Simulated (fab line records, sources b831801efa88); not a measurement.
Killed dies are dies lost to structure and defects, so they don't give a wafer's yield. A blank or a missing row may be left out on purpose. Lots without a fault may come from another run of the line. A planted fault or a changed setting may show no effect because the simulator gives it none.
Problem report in the 8D (eight disciplines) form, filled by code | flow gf180mcu | the parts of the form that need people (team, actions taken, sign-off) are left out

1. THE PROBLEM
cd_nm at GF_PSD_CD_MEAS_07 reads a mean of 417.5 nm on 4 wafers of 2 lots; wafers without a fault read 400.7 nm with a standard deviation of 2.2. That is +7.6 standard deviations from the usual mean.
The step: target cd 400 nm.
First seen on wafer L393.1, day 17 03:24, on cd_sem-02. The record holds 18 wafers of 6 lots with a number at this step. Rule for "out", or "out of limits": more than 4 standard deviations from the usual mean. The other wafers with a number count as sound.

2. WHAT IT IS AND WHAT IT IS NOT
question                    | is                             | is not
which readings at this step | cd_nm                          | -
which lots                  | L393, L398                     | L391, L394, L403, L407
which wafers of those lots  | L393.1, L393.6, L398.1, L398.6 | L393.2, L398.2
read on which gauges        | cd_sem-01, cd_sem-02           | -
when                        | from day 17 03:24              | up to then (4 sound wafers); but 10 sound wafers of L394, L398, L403, L407 came after

3. SUSPECTS, AND WHAT RULES EACH OUT
Counting: a tool at a process step up to the reading stays a suspect if it ran every lot that is out. Sound lots after the first of them don't rule it out here, since some wafers of a struck lot are sound.
- the gauge at GF_PSD_CD_MEAS_07: ruled out. The wafers that are out were read on 2 gauges (cd_sem-01, cd_sem-02).
- litho_track-03 at GF_PSD_DEVELOP_06 (develop time 60 s): kept. It ran every lot that is out, first L393 (day 17 03:15).
Left after counting: litho_track-03 at GF_PSD_DEVELOP_06.

4. THE CAUSE (what the simulator had put in)
Process parameter drift: litho_track-03, from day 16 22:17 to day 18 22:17, at GF_PSD_DEVELOP_06. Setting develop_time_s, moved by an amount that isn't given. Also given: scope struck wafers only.
Counting left only this tool.

5. THE CHAIN OF EFFECTS, in route order
Each row: a reading whose mean over the struck wafers that have a number lies more than 3 standard deviations from the usual. Only readings for which the record gives a usual standard deviation are gone through. hours: the time from each lot's start at the first step in this table that gives one to its start at this step, as a median over the lots. sigmas: the change in usual standard deviations.
hours | step              | reading | usual    | on struck wafers | change | sigmas
0     | GF_PSD_CD_MEAS_07 | cd_nm   | 400.7 nm | 417.5            | +16.8  | +7.6
Later measuring or inspecting steps at which every struck wafer that the step has a row for has a number for every such reading, and none has moved that far: GF_PSD_OVL_MEAS_08.

6. WHAT WOULD HAVE CAUGHT IT SOONER
In this record the first reading out of limits at a measuring or inspecting step was taken at day 17 03:24, 5 hours after the fault began at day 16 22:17.
Of the tool readings at GF_PSD_DEVELOP_06 for which the record gives a usual standard deviation, none was out on any struck wafer, so an alarm limit of 4 standard deviations on them would not have fired.
Of the lots that are out (2), L398 began GF_PSD_DEVELOP_06 on litho_track-03 after day 17 03:24. A hold on the tool at that time would have spared it.
